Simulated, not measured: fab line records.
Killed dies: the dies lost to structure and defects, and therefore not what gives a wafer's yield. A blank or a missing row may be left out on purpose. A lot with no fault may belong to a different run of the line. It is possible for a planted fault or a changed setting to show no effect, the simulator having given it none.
Struck lot and sound lot, side by side :: flow sky130 :: 32 steps out of a route of 708
Sound: the wafers L496.2, L496.3, L496.4. Struck: wafers L505.1, L505.3, L505.5. The cause comes at the end.
Each step with rows lists, per side, the tool, then ch with its chambers, then its first start. Under that, the readings that differ: sound wafers :: struck wafers :: difference of the means :: sigmas: that difference in standard deviations of wafers without a fault.
alike: same words and numbers on both sides, and readings whose means sit less than 2 such deviations apart. not compared: any withheld reading, any reading some wafer has no value for, any bound like >300 that may hide the same value, and any number with overlapping values for which the record gives no deviation.
Wherever a step has rows on one side only, a row that says differs or no value, or a row with sigmas, the two part there. Numbers that have no deviation but don't overlap get no sigmas and don't part them. A reading missing from all wafers of one side parts the sides only when that side holds two or more wafers.

first, 3 steps without rows for these wafers: SKY_LDD_P_EXPOSE_04 (exposes mask PSDM, target cd 380 nm); SKY_LDD_P_PEB_05; SKY_LDD_P_DEVELOP_06 (develop time 60 s).
SKY_LDD_P_CD_MEAS_07 targets a cd of 380 nm.
  struck on cdSem-02, day 23 23:08; sound on cdSem-01, day 20 23:44
  alike: cdNm
SKY_LDD_P_OVL_MEAS_08:
  struck on overlay-02, day 23 23:15; sound on overlay-02, day 20 23:50
  alike: LDD_P_OVL
following that, these wafers have no rows for 1 step: SKY_LDD_P_IMPLANT_09.
SKY_LDD_P_STRIP_10: strips in O2/N2.
  sound on plasmaAsher-01 ch 0,1, day 21 00:01; struck on plasmaAsher-03 ch 1, day 23 23:26
reading: o2FlowSccm (sccm)
sound: 3015 3002 3006
struck: 2986 2990 2987
difference: -20
sigmas: -2
  alike: drypumpMotorCurrentA, oesProductAu, stripTimeToEndpointS
  not compared: rfHoursCounterH
SKY_LDD_P_TW_MEAS_11:
  struck on filmMetro-03, day 23 23:32; sound on filmMetro-01, day 21 00:07
  alike: LDD_P_TW
then, 4 steps without rows for these wafers: SKY_LDD_HVN_DEHYDRATE_00 (time 60 s); SKY_LDD_HVN_HMDS_01 (prime time 60 s); SKY_LDD_HVN_COAT_02 (resist thk 300 nm); SKY_LDD_HVN_SOFTBAKE_03 (time 60 s).
SKY_LDD_HVN_EXPOSE_04: exposes mask HVNTM, target cd 700 nm.
  sound on ilineStepper-01 ch 0, day 21 15:01; struck on ilineStepper-01 ch 0, day 24 14:16
reading: mask
sound: HVNTM#0 HVNTM#0 HVNTM#0
struck: HVPTM#0 HVPTM#0 HVPTM#0
difference: differs
sigmas: 
  alike: stageVelMmS
then, 2 steps without rows for these wafers: SKY_LDD_HVN_PEB_05; SKY_LDD_HVN_DEVELOP_06 (develop time 60 s).
SKY_LDD_HVN_OVL_MEAS_07:
  struck on overlay-02, day 25 05:19; sound on overlay-02, day 22 06:49
reading: LDD_HVN_OVL (nm)
sound: 2.2 -1.4 -0.1
struck: - - -
difference: no value on the struck wafers
sigmas: 
following that, these wafers have no rows for 1 step: SKY_LDD_HVN_IMPLANT_08.
SKY_LDD_HVN_STRIP_09: strips in O2/N2.
  sound on plasmaAsher-04 ch 0,1, day 22 07:00; struck on plasmaAsher-04 ch 0,1, day 25 05:30
reading: stripTimeToEndpointS (s)
sound: 4.108 4.117 4.118
struck: 4.168 4.142 4.151
difference: +0.039
sigmas: +2
  alike: drypumpMotorCurrentA, o2FlowSccm, oesProductAu
  not compared: rfHoursCounterH
SKY_LDD_HVN_TW_MEAS_10:
  struck on filmMetro-04, day 25 05:36; sound on filmMetro-02, day 22 07:07
reading: LDD_HVN_TW
sound: 1435 1428 1430
struck: 30 30 30
difference: -1401
sigmas: -99 or more
then, 7 steps without rows for these wafers: SKY_LDD_HVP_DEHYDRATE_00 (time 60 s); SKY_LDD_HVP_HMDS_01 (prime time 60 s); SKY_LDD_HVP_COAT_02 (resist thk 300 nm); SKY_LDD_HVP_SOFTBAKE_03 (time 60 s); SKY_LDD_HVP_EXPOSE_04 (exposes mask HVPTM, target cd 700 nm); SKY_LDD_HVP_PEB_05; SKY_LDD_HVP_DEVELOP_06 (develop time 60 s).
SKY_LDD_HVP_OVL_MEAS_07:
  struck on overlay-01, day 26 10:58; sound on overlay-02, day 23 12:25
  alike: LDD_HVP_OVL
following that, these wafers have no rows for 1 step: SKY_LDD_HVP_IMPLANT_08.
SKY_LDD_HVP_STRIP_09: strips in O2/N2.
  sound on plasmaAsher-03 ch 0,1, day 23 12:36; struck on plasmaAsher-03 ch 0,1, day 26 11:08
  alike: drypumpMotorCurrentA, o2FlowSccm, oesProductAu, stripTimeToEndpointS
  not compared: rfHoursCounterH
SKY_LDD_HVP_TW_MEAS_10:
  struck on filmMetro-04, day 26 11:14; sound on filmMetro-01, day 23 12:43
reading: LDD_HVP_TW
sound: 455.7 457.6 455.3
struck: 1428.3 1441.3 1437.6
difference: +979.5
sigmas: +99 or more
then, 1 step without rows for these wafers: SKY_LDD_LDN_DEHYDRATE_00 (time 60 s).
-- the record jumps here: 22 days lie between the struck wafers' starts before and after (it left off in module LDD_LDN and takes up again in module PAD_OPEN, whose first step shown is number 708 of the route) --
SKY_PAD_OPEN_PROBE_99:
  struck on prober-02, day 48 21:11; sound on prober-02, day 47 01:17
reading: killedAtFrontEnd
sound: 19 10 8
struck: 423 408 416
difference: +403
sigmas: +90

reading: killedDies
sound: 99 86 80
struck: 492 492 492
difference: +404
sigmas: +40

reading: killedOnRim
sound: 14 21 12
struck: 96 96 96
difference: +80
sigmas: +23

reading: model.etest.pfetG5v0d10v5.rOnOhmUm
sound: 4814 4847 4879
struck: 6344 6287 6343
difference: +1478
sigmas: 

reading: model.etest.pfet_16v.rOnOhmUm
sound: 1.525e+04 1.546e+04 1.536e+04
struck: 1.595e+04 1.591e+04 1.575e+04
difference: +5.133e+02
sigmas: 

reading: model.etest.nfetG5v0d10v5.rOnOhmUm
sound: 1887 1891 1913
struck: 2234 2233 2215
difference: +330
sigmas: 

reading: model.etest.pfetG5v0d10v5.driveUaUm
sound: 332.6 334.1 331.1
struck: 244.2 247.6 245.4
difference: -86.9
sigmas: 

reading: model.etest.nfetG5v0d10v5.driveUaUm
sound: 592.2 593.4 594.1
struck: 513.9 514.4 517.8
difference: -77.9
sigmas: 

reading: model.etest.nfet_05v0_nvt.driveUaUm
sound: 562.3 566.9 563.4
struck: 532.9 533.7 537.9
difference: -29.4
sigmas: 

reading: model.etest.pfet_16v.driveUaUm
sound: 240.7 240.3 238.6
struck: 220 222.8 224.3
difference: -18
sigmas: 

reading: model.etest.ring_5v.delayPs
sound: 44.84 44.89 44.65
struck: 57.01 57.07 56.65
difference: +12.12
sigmas: 
  alike: killed_at_M0_to_M3, killed_at_M4_up, killedAtContacts, killedAtOther, killedOpen, killedShort

## WHERE THEY PART
Last at SKY_PAD_OPEN_PROBE_99 as far as this record goes, first at SKY_LDD_P_STRIP_10.

WHY: what had been put in by the simulator
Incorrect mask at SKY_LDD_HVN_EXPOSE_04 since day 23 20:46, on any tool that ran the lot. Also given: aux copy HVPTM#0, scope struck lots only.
